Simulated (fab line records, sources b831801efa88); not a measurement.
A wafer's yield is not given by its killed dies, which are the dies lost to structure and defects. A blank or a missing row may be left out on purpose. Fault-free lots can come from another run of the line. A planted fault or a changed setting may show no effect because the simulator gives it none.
Which tool is to blame? :: flow gf180mcu :: 14 lots, 42 wafers sampled, at 4 steps of a route of 602

WHAT THE GAUGES READ, wafer by wafer
GF_POLY_GATE_THK_MEAS_01. Usual: POLY_GATE_CVD_00_THK gives 200.0 nm (standard deviation 1.9).
lot: L296
measured: day 9 18:40
on: film-metro-01
POLY_GATE_CVD_00_THK (nm): 396.0 395.1 399.5
flag: OFF

lot: L297
measured: day 10 00:22
on: film-metro-02
POLY_GATE_CVD_00_THK (nm): 197.3 196.6 197.6
flag: 

lot: L298
measured: day 10 05:51
on: film-metro-01
POLY_GATE_CVD_00_THK (nm): 198.5 198.0 199.2
flag: 

lot: L302
measured: day 11 13:03
on: film-metro-01
POLY_GATE_CVD_00_THK (nm): 399.7 398.4 399.0
flag: OFF

lot: L303
measured: day 11 09:43
on: film-metro-02
POLY_GATE_CVD_00_THK (nm): 201.0 199.9 200.7
flag: 

lot: L304
measured: day 11 21:14
on: film-metro-04
POLY_GATE_CVD_00_THK (nm): 397.4 397.5 399.7
flag: OFF

lot: L308
measured: day 13 00:56
on: film-metro-04
POLY_GATE_CVD_00_THK (nm): 199.5 198.7 198.2
flag: 

lot: L309
measured: day 13 08:34
on: film-metro-01
POLY_GATE_CVD_00_THK (nm): 200.8 199.7 201.7
flag: 

lot: L310
measured: day 13 11:32
on: film-metro-01
POLY_GATE_CVD_00_THK (nm): 201.1 201.3 201.6
flag: 

lot: L311
measured: day 14 02:02
on: film-metro-01
POLY_GATE_CVD_00_THK (nm): 201.4 201.6 203.0
flag: 

lot: L312
measured: day 14 06:11
on: film-metro-02
POLY_GATE_CVD_00_THK (nm): 202.3 203.3 202.7
flag: 

lot: L313
measured: day 14 15:28
on: film-metro-04
POLY_GATE_CVD_00_THK (nm): 202.7 201.3 202.5
flag: 

lot: L314
measured: day 14 23:32
on: film-metro-02
POLY_GATE_CVD_00_THK (nm): 200.2 201.5 201.1
flag: 

lot: L315
measured: day 15 04:09
on: film-metro-01
POLY_GATE_CVD_00_THK (nm): 201.0 202.2 201.2
flag: 

GF_CONTACT_THK_MEAS_01. Usual: CONTACT_CVD_00_THK gives 299.9 nm (standard deviation 2.6).
lot: L297
measured: day 17 06:45
on: film-metro-03
CONTACT_CVD_00_THK (nm): 302.6 298.5 298.4
flag: 

lot: L298
measured: day 17 12:28
on: film-metro-03
CONTACT_CVD_00_THK (nm): 302.8 299.5 300.8
flag: 

lot: L303
measured: day 19 03:25
on: film-metro-01
CONTACT_CVD_00_THK (nm): 299.5 295.9 300.8
flag: 

lot: L308
measured: day 21 02:52
on: film-metro-01
CONTACT_CVD_00_THK (nm): 302.6 300.8 295.0
flag: 

lot: L309
measured: day 21 13:05
on: film-metro-04
CONTACT_CVD_00_THK (nm): 301.3 301.0 300.8
flag: 

lot: L310
measured: day 21 14:02
on: film-metro-01
CONTACT_CVD_00_THK (nm): 302.9 301.5 306.4
flag: 

lot: L311
measured: day 22 08:22
on: film-metro-03
CONTACT_CVD_00_THK (nm): 296.9 296.3 296.8
flag: 

lot: L312
measured: day 22 13:11
on: film-metro-04
CONTACT_CVD_00_THK (nm): 296.8 295.1 296.6
flag: 

lot: L313
measured: day 22 19:08
on: film-metro-04
CONTACT_CVD_00_THK (nm): 300.9 303.1 300.1
flag: 

lot: L314
measured: day 23 06:30
on: film-metro-01
CONTACT_CVD_00_THK (nm): 303.1 299.3 302.4
flag: 

lot: L315
measured: day 23 11:32
on: film-metro-03
CONTACT_CVD_00_THK (nm): 301.5 299.4 300.5
flag: 

WHICH TOOL RAN EACH LOT (tool, then ch and the chambers of the sampled wafers, then the start)
lot: L296
GF_STI_CMP_25: cmp-01 ch 1,3, day 2 21:27
GF_POLY_GATE_CVD_00: lpcvd-01 ch 0, day 9 15:50

lot: L297
GF_STI_CMP_25: cmp-01 ch 0,2,3, day 3 04:11
GF_POLY_GATE_CVD_00: lpcvd-02 ch 0, day 9 23:02

lot: L298
GF_STI_CMP_25: cmp-01 ch 0,1,3, day 3 08:22
GF_POLY_GATE_CVD_00: lpcvd-02 ch 0, day 10 04:31

lot: L302
GF_STI_CMP_25: cmp-01 ch 0,2,3, day 4 04:07
GF_POLY_GATE_CVD_00: lpcvd-02 ch 0, day 11 08:22

lot: L303
GF_STI_CMP_25: cmp-01 ch 0,1,3, day 4 05:43
GF_POLY_GATE_CVD_00: lpcvd-02 ch 1, day 11 08:22

lot: L304
GF_STI_CMP_25: cmp-01 ch 0,2,3, day 4 12:40
GF_POLY_GATE_CVD_00: lpcvd-02 ch 0, day 11 16:34

lot: L308
GF_STI_CMP_25: cmp-01 ch 0,1,3, day 5 09:51
GF_POLY_GATE_CVD_00: lpcvd-02 ch 0, day 12 23:37

lot: L309
GF_STI_CMP_25: cmp-01 ch 0,1,2, day 5 16:01
GF_POLY_GATE_CVD_00: lpcvd-01 ch 0, day 13 07:14

lot: L310
GF_STI_CMP_25: cmp-02 ch 2,3, day 5 19:03
GF_POLY_GATE_CVD_00: lpcvd-02 ch 1, day 13 10:12

lot: L311
GF_STI_CMP_25: cmp-01 ch 1,2,3, day 6 02:35
GF_POLY_GATE_CVD_00: lpcvd-01 ch 0, day 14 00:41

lot: L312
GF_STI_CMP_25: cmp-02 ch 0,1,2, day 6 06:36
GF_POLY_GATE_CVD_00: lpcvd-02 ch 1, day 14 04:50

lot: L313
GF_STI_CMP_25: cmp-02 ch 0,1,3, day 6 13:26
GF_POLY_GATE_CVD_00: lpcvd-01 ch 0, day 14 14:08

lot: L314
GF_STI_CMP_25: cmp-02 ch 0,1, day 6 16:57
GF_POLY_GATE_CVD_00: lpcvd-02 ch 0, day 14 22:11

lot: L315
GF_STI_CMP_25: cmp-01 ch 2,3, day 6 23:29
GF_POLY_GATE_CVD_00: lpcvd-01 ch 1, day 15 02:48
- GF_STI_CMP_25: polishes, stops on Si3N4, t overpolish 33 s, target thk 524.6 nm.
- GF_POLY_GATE_CVD_00: deposits poly-Si, target thk 200 nm, time 1200 s.

WHAT THE TOOLS THEMSELVES READ (means of the sampled wafers that have a number; where no wafer has one, the mark that the record gives instead)
GF_STI_CMP_25. Usual: motor-current-A 12.1 A, standard deviation 1.1; overpolish-run-s 33.001 s, standard deviation 0.0088; slurry-filter-dp-kPa 13.49 kPa, standard deviation 0.16; time-to-endpoint-s 121 s, standard deviation 6.4.
lot: L296
tool: cmp-01
motor-current-A (A): 12.6
overpolish-run-s (s): 33.004
slurry-filter-dp-kPa (kPa): 13.62
time-to-endpoint-s (s): 133
flag: 

lot: L297
tool: cmp-01
motor-current-A (A): 11.6
overpolish-run-s (s): 33.007
slurry-filter-dp-kPa (kPa): 13.46
time-to-endpoint-s (s): 131
flag: 

lot: L298
tool: cmp-01
motor-current-A (A): 12.7
overpolish-run-s (s): 33.006
slurry-filter-dp-kPa (kPa): 13.70
time-to-endpoint-s (s): 130
flag: 

lot: L302
tool: cmp-01
motor-current-A (A): 11.9
overpolish-run-s (s): 33.000
slurry-filter-dp-kPa (kPa): 13.48
time-to-endpoint-s (s): 115
flag: 

lot: L303
tool: cmp-01
motor-current-A (A): 12.3
overpolish-run-s (s): 32.999
slurry-filter-dp-kPa (kPa): 13.42
time-to-endpoint-s (s): 119
flag: 

lot: L304
tool: cmp-01
motor-current-A (A): 11.9
overpolish-run-s (s): 33.001
slurry-filter-dp-kPa (kPa): 13.43
time-to-endpoint-s (s): 118
flag: 

lot: L308
tool: cmp-01
motor-current-A (A): 12.1
overpolish-run-s (s): 33.002
slurry-filter-dp-kPa (kPa): 13.44
time-to-endpoint-s (s): 119
flag: 

lot: L309
tool: cmp-01
motor-current-A (A): 11.7
overpolish-run-s (s): 33.001
slurry-filter-dp-kPa (kPa): 13.55
time-to-endpoint-s (s): 114
flag: 

lot: L310
tool: cmp-02
motor-current-A (A): 11.2
overpolish-run-s (s): 33.001
slurry-filter-dp-kPa (kPa): 13.34
time-to-endpoint-s (s): 123
flag: 

lot: L311
tool: cmp-01
motor-current-A (A): 12.4
overpolish-run-s (s): 32.991
slurry-filter-dp-kPa (kPa): 13.41
time-to-endpoint-s (s): 115
flag: 

lot: L312
tool: cmp-02
motor-current-A (A): 12.0
overpolish-run-s (s): 33.002
slurry-filter-dp-kPa (kPa): 13.56
time-to-endpoint-s (s): 119
flag: 

lot: L313
tool: cmp-02
motor-current-A (A): 12.8
overpolish-run-s (s): 32.991
slurry-filter-dp-kPa (kPa): 13.44
time-to-endpoint-s (s): 121
flag: 

lot: L314
tool: cmp-02
motor-current-A (A): 12.9
overpolish-run-s (s): 33.006
slurry-filter-dp-kPa (kPa): 13.51
time-to-endpoint-s (s): 117
flag: 

lot: L315
tool: cmp-01
motor-current-A (A): 12.2
overpolish-run-s (s): 33.001
slurry-filter-dp-kPa (kPa): 13.45
time-to-endpoint-s (s): 116
flag: 

THE ANSWER, worked out from the rows above alone
Rule: a lot is off if the mean of its wafers that have a number lies more than 3 standard deviations from the usual mean. A lot without any number at a reading at which 4 lots or more have one is off too. All remaining lots with rows at the step are treated as sound. After the gauges, taken in route order, come the tools' own readings; for these a lot's mean is taken, as printed above. The first step at which some lot is off is used, and at that step the reading that is off furthest; a lot without a number counts as furthest.
Off: L296, L302, L304, at GF_POLY_GATE_THK_MEAS_01 (POLY_GATE_CVD_00_THK).
If a tool, at a process step before that reading, ran all the lots that are off and no sound lot after the first of them, it fits. Those tools and the gauges at GF_POLY_GATE_THK_MEAS_01 are tried in the same way. Not one of the candidates tried fits.

WHAT THE SIMULATOR HAD PUT IN
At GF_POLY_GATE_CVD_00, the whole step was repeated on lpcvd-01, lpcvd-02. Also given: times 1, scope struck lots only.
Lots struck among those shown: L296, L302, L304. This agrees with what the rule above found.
